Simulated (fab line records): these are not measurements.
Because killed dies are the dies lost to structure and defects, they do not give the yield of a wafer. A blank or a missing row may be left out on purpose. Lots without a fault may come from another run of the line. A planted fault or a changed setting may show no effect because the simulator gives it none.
The tool behind it: which one? || flow sky130 || 13 lots, 39 wafers sampled, at 4 steps of a route of 708

WHAT THE GAUGES SHOWED, per wafer
SKY_SONOS_TUNNEL_CD_MEAS_07: the cd target is 410 nm. Usual: cd-nm at 408.8 nm, with a standard deviation of 2.5.
{"lot": "L766", "measured": "day 11 07:58", "on": "cd-sem-02", "cd-nm (nm)": "408.1 406.5 408.0", "flag": ""}
{"lot": "L767", "measured": "day 11 15:41", "on": "cd-sem-02", "cd-nm (nm)": "411.6 411.6 414.5", "flag": ""}
{"lot": "L769", "measured": "day 12 03:44", "on": "cd-sem-01", "cd-nm (nm)": "411.5 411.8 413.3", "flag": ""}
{"lot": "L770", "measured": "day 12 13:58", "on": "cd-sem-02", "cd-nm (nm)": "409.5 409.2 409.1", "flag": ""}
{"lot": "L771", "measured": "day 12 19:32", "on": "cd-sem-01", "cd-nm (nm)": "410.7 410.3 411.1", "flag": ""}
{"lot": "L773", "measured": "day 13 16:25", "on": "cd-sem-01", "cd-nm (nm)": "414.1 414.2 412.4", "flag": ""}
{"lot": "L774", "measured": "day 13 22:59", "on": "cd-sem-01", "cd-nm (nm)": "407.5 405.7 407.3", "flag": ""}
{"lot": "L775", "measured": "day 14 14:33", "on": "cd-sem-01", "cd-nm (nm)": "404.4 402.1 405.3", "flag": ""}
{"lot": "L781", "measured": "day 16 16:49", "on": "cd-sem-01", "cd-nm (nm)": "411.4 409.5 411.8", "flag": ""}
{"lot": "L786", "measured": "day 17 21:44", "on": "cd-sem-01", "cd-nm (nm)": "408.6 407.9 409.6", "flag": ""}
{"lot": "L787", "measured": "day 18 08:59", "on": "cd-sem-01", "cd-nm (nm)": "410.0 408.5 409.7", "flag": ""}
{"lot": "L788", "measured": "day 18 16:58", "on": "cd-sem-01", "cd-nm (nm)": "411.8 408.9 413.0", "flag": ""}
{"lot": "L789", "measured": "day 19 02:08", "on": "cd-sem-01", "cd-nm (nm)": "404.5 402.3 405.0", "flag": ""}

SKY_SONOS_ONO_THK_MEAS_01. Usual: SONOS_ONO_OXIDATION_THK gives 2.58 nm (standard deviation 0.062).
{"lot": "L766", "measured": "day 11 09:56", "on": "film-metro-02", "SONOS_ONO_OXIDATION_THK (nm)": "2.56 2.55 2.47", "flag": ""}
{"lot": "L767", "measured": "day 11 19:34", "on": "film-metro-02", "SONOS_ONO_OXIDATION_THK (nm)": "2.62 2.65 2.58", "flag": ""}
{"lot": "L769", "measured": "day 12 06:47", "on": "film-metro-01", "SONOS_ONO_OXIDATION_THK (nm)": "2.54 2.53 2.51", "flag": ""}
{"lot": "L770", "measured": "day 12 16:11", "on": "film-metro-02", "SONOS_ONO_OXIDATION_THK (nm)": "2.52 2.56 2.55", "flag": ""}
{"lot": "L771", "measured": "day 12 22:59", "on": "film-metro-04", "SONOS_ONO_OXIDATION_THK (nm)": "2.65 2.50 2.60", "flag": ""}
{"lot": "L773", "measured": "day 13 19:32", "on": "film-metro-01", "SONOS_ONO_OXIDATION_THK (nm)": "2.62 2.51 2.51", "flag": ""}
{"lot": "L774", "measured": "day 14 02:04", "on": "film-metro-02", "SONOS_ONO_OXIDATION_THK (nm)": "2.51 2.50 2.44", "flag": ""}
{"lot": "L775", "measured": "day 14 17:31", "on": "film-metro-01", "SONOS_ONO_OXIDATION_THK (nm)": "2.54 2.65 2.60", "flag": ""}
{"lot": "L781", "measured": "day 16 19:28", "on": "film-metro-01", "SONOS_ONO_OXIDATION_THK (nm)": "2.62 2.59 2.63", "flag": ""}
{"lot": "L786", "measured": "day 18 01:27", "on": "film-metro-02", "SONOS_ONO_OXIDATION_THK (nm)": "2.51 2.54 2.51", "flag": ""}
{"lot": "L787", "measured": "day 18 11:06", "on": "film-metro-02", "SONOS_ONO_OXIDATION_THK (nm)": "2.56 2.52 2.68", "flag": ""}
{"lot": "L788", "measured": "day 18 19:59", "on": "film-metro-01", "SONOS_ONO_OXIDATION_THK (nm)": "2.61 2.65 2.61", "flag": ""}
{"lot": "L789", "measured": "day 19 04:12", "on": "film-metro-04", "SONOS_ONO_OXIDATION_THK (nm)": "2.54 2.57 2.52", "flag": ""}

WHAT TOOL EACH LOT RAN ON (gives the tool, then ch and the chambers of the sampled wafers, and finally the start)
{"lot": "L766", "SKY_NWELL_EXPOSE_07": "iline-stepper-02 ch 0, day 4 06:35", "SKY_VT_ADJUST_HVTR_STRIP_10": "plasma-asher-04 ch 0, day 9 11:03"}
{"lot": "L767", "SKY_NWELL_EXPOSE_07": "iline-stepper-01 ch 0, day 4 10:34", "SKY_VT_ADJUST_HVTR_STRIP_10": "plasma-asher-04 ch 0,1, day 9 17:39"}
{"lot": "L769", "SKY_NWELL_EXPOSE_07": "iline-stepper-02 ch 0, day 4 20:58", "SKY_VT_ADJUST_HVTR_STRIP_10": "plasma-asher-04 ch 0,1, day 10 05:06"}
{"lot": "L770", "SKY_NWELL_EXPOSE_07": "iline-stepper-01 ch 0, day 5 03:13", "SKY_VT_ADJUST_HVTR_STRIP_10": "plasma-asher-02 ch 0,1, day 10 14:38"}
{"lot": "L771", "SKY_NWELL_EXPOSE_07": "iline-stepper-01 ch 0, day 5 08:16", "SKY_VT_ADJUST_HVTR_STRIP_10": "plasma-asher-03 ch 0,1, day 10 19:53"}
{"lot": "L773", "SKY_NWELL_EXPOSE_07": "iline-stepper-02 ch 0, day 5 23:14", "SKY_VT_ADJUST_HVTR_STRIP_10": "plasma-asher-02 ch 0,1, day 11 15:12"}
{"lot": "L774", "SKY_NWELL_EXPOSE_07": "iline-stepper-02 ch 0, day 6 01:56", "SKY_VT_ADJUST_HVTR_STRIP_10": "plasma-asher-02 ch 0,1, day 11 21:08"}
{"lot": "L775", "SKY_NWELL_EXPOSE_07": "iline-stepper-01 ch 0, day 6 12:30", "SKY_VT_ADJUST_HVTR_STRIP_10": "plasma-asher-04 ch 0,1, day 12 11:35"}
{"lot": "L781", "SKY_NWELL_EXPOSE_07": "iline-stepper-01 ch 0, day 8 01:53", "SKY_VT_ADJUST_HVTR_STRIP_10": "plasma-asher-04 ch 0,1, day 14 09:27"}
{"lot": "L786", "SKY_NWELL_EXPOSE_07": "iline-stepper-02 ch 0, day 8 22:10", "SKY_VT_ADJUST_HVTR_STRIP_10": "plasma-asher-02 ch 0,1, day 15 12:59"}
{"lot": "L787", "SKY_NWELL_EXPOSE_07": "iline-stepper-02 ch 0, day 9 06:50", "SKY_VT_ADJUST_HVTR_STRIP_10": "plasma-asher-02 ch 0,1, day 15 23:18"}
{"lot": "L788", "SKY_NWELL_EXPOSE_07": "iline-stepper-02 ch 0, day 9 10:41", "SKY_VT_ADJUST_HVTR_STRIP_10": "plasma-asher-02 ch 0,1, day 16 06:00"}
{"lot": "L789", "SKY_NWELL_EXPOSE_07": "iline-stepper-01 ch 0, day 9 19:53", "SKY_VT_ADJUST_HVTR_STRIP_10": "plasma-asher-04 ch 0,1, day 16 15:24"}
- SKY_NWELL_EXPOSE_07: exposes mask NWM, target cd 840 nm.
- SKY_VT_ADJUST_HVTR_STRIP_10: strips in O2/N2.

WHAT THE TOOLS THEMSELVES READ (means of the sampled wafers that have a number; where no wafer has one, the mark that the record gives instead)
SKY_VT_ADJUST_HVTR_STRIP_10. Usual: drypump-motor-current-A 5.4 A, standard deviation 0.35; o2-flow-sccm 3002 sccm, standard deviation 9.2; oes-product-au 0.716 a.u., standard deviation 0.0045; strip-time-to-endpoint-s 14.18 s, standard deviation 0.039.
{"lot": "L766", "tool": "plasma-asher-04", "drypump-motor-current-A (A)": 5.6, "o2-flow-sccm (sccm)": 3004, "oes-product-au (a.u.)": 0.717, "strip-time-to-endpoint-s (s)": 14.25, "flag": ""}
{"lot": "L767", "tool": "plasma-asher-04", "drypump-motor-current-A (A)": 5.5, "o2-flow-sccm (sccm)": 3011, "oes-product-au (a.u.)": 0.716, "strip-time-to-endpoint-s (s)": 14.14, "flag": ""}
{"lot": "L769", "tool": "plasma-asher-04", "drypump-motor-current-A (A)": 5.5, "o2-flow-sccm (sccm)": 2993, "oes-product-au (a.u.)": 0.716, "strip-time-to-endpoint-s (s)": 14.16, "flag": ""}
{"lot": "L770", "tool": "plasma-asher-02", "drypump-motor-current-A (A)": 5.1, "o2-flow-sccm (sccm)": 2998, "oes-product-au (a.u.)": 0.711, "strip-time-to-endpoint-s (s)": 14.15, "flag": ""}
{"lot": "L771", "tool": "plasma-asher-03", "drypump-motor-current-A (A)": 6.1, "o2-flow-sccm (sccm)": 3000, "oes-product-au (a.u.)": 0.715, "strip-time-to-endpoint-s (s)": 14.19, "flag": ""}
{"lot": "L773", "tool": "plasma-asher-02", "drypump-motor-current-A (A)": 5.1, "o2-flow-sccm (sccm)": 3013, "oes-product-au (a.u.)": 0.716, "strip-time-to-endpoint-s (s)": 14.19, "flag": ""}
{"lot": "L774", "tool": "plasma-asher-02", "drypump-motor-current-A (A)": 5.0, "o2-flow-sccm (sccm)": 3001, "oes-product-au (a.u.)": 0.715, "strip-time-to-endpoint-s (s)": 14.20, "flag": ""}
{"lot": "L775", "tool": "plasma-asher-04", "drypump-motor-current-A (A)": 5.5, "o2-flow-sccm (sccm)": 3004, "oes-product-au (a.u.)": 0.718, "strip-time-to-endpoint-s (s)": 14.18, "flag": ""}
{"lot": "L781", "tool": "plasma-asher-04", "drypump-motor-current-A (A)": 5.5, "o2-flow-sccm (sccm)": 2998, "oes-product-au (a.u.)": 0.715, "strip-time-to-endpoint-s (s)": 14.19, "flag": ""}
{"lot": "L786", "tool": "plasma-asher-02", "drypump-motor-current-A (A)": 5.0, "o2-flow-sccm (sccm)": 3006, "oes-product-au (a.u.)": 0.718, "strip-time-to-endpoint-s (s)": 14.15, "flag": ""}
{"lot": "L787", "tool": "plasma-asher-02", "drypump-motor-current-A (A)": 5.0, "o2-flow-sccm (sccm)": 3007, "oes-product-au (a.u.)": 0.714, "strip-time-to-endpoint-s (s)": 14.18, "flag": ""}
{"lot": "L788", "tool": "plasma-asher-02", "drypump-motor-current-A (A)": 5.1, "o2-flow-sccm (sccm)": 3014, "oes-product-au (a.u.)": 0.715, "strip-time-to-endpoint-s (s)": 14.19, "flag": ""}
{"lot": "L789", "tool": "plasma-asher-04", "drypump-motor-current-A (A)": 5.6, "o2-flow-sccm (sccm)": 3005, "oes-product-au (a.u.)": 0.716, "strip-time-to-endpoint-s (s)": 14.21, "flag": ""}

THE ANSWER, worked out from the rows above alone
Rule: lot off if the mean of its wafers having a number is beyond 3 standard deviations from the usual mean. Also off: a lot with no number at a reading for which 4 or more lots have one. Any other lot the step has rows for is counted as sound. The gauges are gone through in route order, then the tools' own readings, and for those a lot's mean is taken as printed above. The first step at which some lot is off is used, and at that step the reading that is off furthest; a lot without a number counts as furthest.
No lot is off on any of the readings shown, so nothing can be concluded from this.

WHAT THE SIMULATOR PUT IN
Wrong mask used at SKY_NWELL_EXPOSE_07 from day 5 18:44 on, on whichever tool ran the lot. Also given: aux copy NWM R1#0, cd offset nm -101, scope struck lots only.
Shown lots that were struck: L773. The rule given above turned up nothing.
